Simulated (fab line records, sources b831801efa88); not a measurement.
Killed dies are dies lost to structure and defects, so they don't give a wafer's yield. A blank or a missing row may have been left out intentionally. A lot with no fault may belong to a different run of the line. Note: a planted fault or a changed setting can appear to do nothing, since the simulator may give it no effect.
Chamber matching :: flow gf180mcu :: GF_V5_CMP_04 on cmp-01 has 4 sister chambers
The step polishes SiO2. 16 wafers are shown with their chamber, then 8 later ones without.

## WAFERS WITH THEIR CHAMBER
wafer: L588.1
chamber: 1
motor current A (A): 11.5

wafer: L588.2
chamber: 3
motor current A (A): 12.5

wafer: L588.6
chamber: 2
motor current A (A): 10.4

wafer: L590.2
chamber: 3
motor current A (A): 12.8

wafer: L590.3
chamber: 1
motor current A (A): 11.9

wafer: L590.5
chamber: 1
motor current A (A): 11.8

wafer: L591.3
chamber: 3
motor current A (A): 13.2

wafer: L591.4
chamber: 2
motor current A (A): 11.2

wafer: L591.5
chamber: 2
motor current A (A): 11.0

wafer: L595.1
chamber: 0
motor current A (A): 11.6

wafer: L595.4
chamber: 2
motor current A (A): 10.7

wafer: L595.6
chamber: 2
motor current A (A): 10.9

wafer: L602.1
chamber: 1
motor current A (A): 12.2

wafer: L602.2
chamber: 0
motor current A (A): 11.4

wafer: L602.3
chamber: 2
motor current A (A): 11.0

wafer: L606.2
chamber: 0
motor current A (A): 10.6

SIGNATURES (means of the wafers above)
reading: motor current A
chamber 0: 11.200
chamber 1: 11.850
chamber 2: 10.867
chamber 3: 12.833
scatter within a chamber: 0.348
Rule: for a wafer and a chamber, the distance is found by dividing, reading by reading, the gap between the wafer's reading and the chamber's mean by the reading's scatter, squaring, summing and taking the root. If the next closest chamber is less than 2 further off than the closest, the wafer can't be placed; otherwise it belongs to the closest. The scatter: take each reading less its chamber's mean, square it, sum over the shown wafers, divide by the number of wafers less the number of chambers, and take the root.

## WAFERS WITH NO CHAMBER GIVEN
wafer: L606.3
motor current A (A): 12.7

wafer: L606.6
motor current A (A): 12.5

wafer: L608.1
motor current A (A): 11.8

wafer: L608.4
motor current A (A): 11.0

wafer: L608.5
motor current A (A): 11.3

wafer: L609.1
motor current A (A): 11.7

wafer: L609.4
motor current A (A): 11.3

wafer: L609.6
motor current A (A): 11.5

## CHAMBER TAKEN BY EACH
wafer: L606.3
from the rows above: 3
in truth: 3

wafer: L606.6
from the rows above: can't be placed: 3 or 1
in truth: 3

wafer: L608.1
from the rows above: can't be placed: 1 or 0
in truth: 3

wafer: L608.4
from the rows above: can't be placed: 2 or 0
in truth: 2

wafer: L608.5
from the rows above: can't be placed: 0 or 2 or 1
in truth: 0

wafer: L609.1
from the rows above: can't be placed: 1 or 0 or 2
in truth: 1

wafer: L609.4
from the rows above: can't be placed: 0 or 2 or 1
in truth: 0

wafer: L609.6
from the rows above: can't be placed: 0 or 1 or 2
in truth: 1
Correct placement for 1 of the 8. Can't be placed from these rows: 7 (the true chamber is among the candidates in 6). 0 placed wrongly.
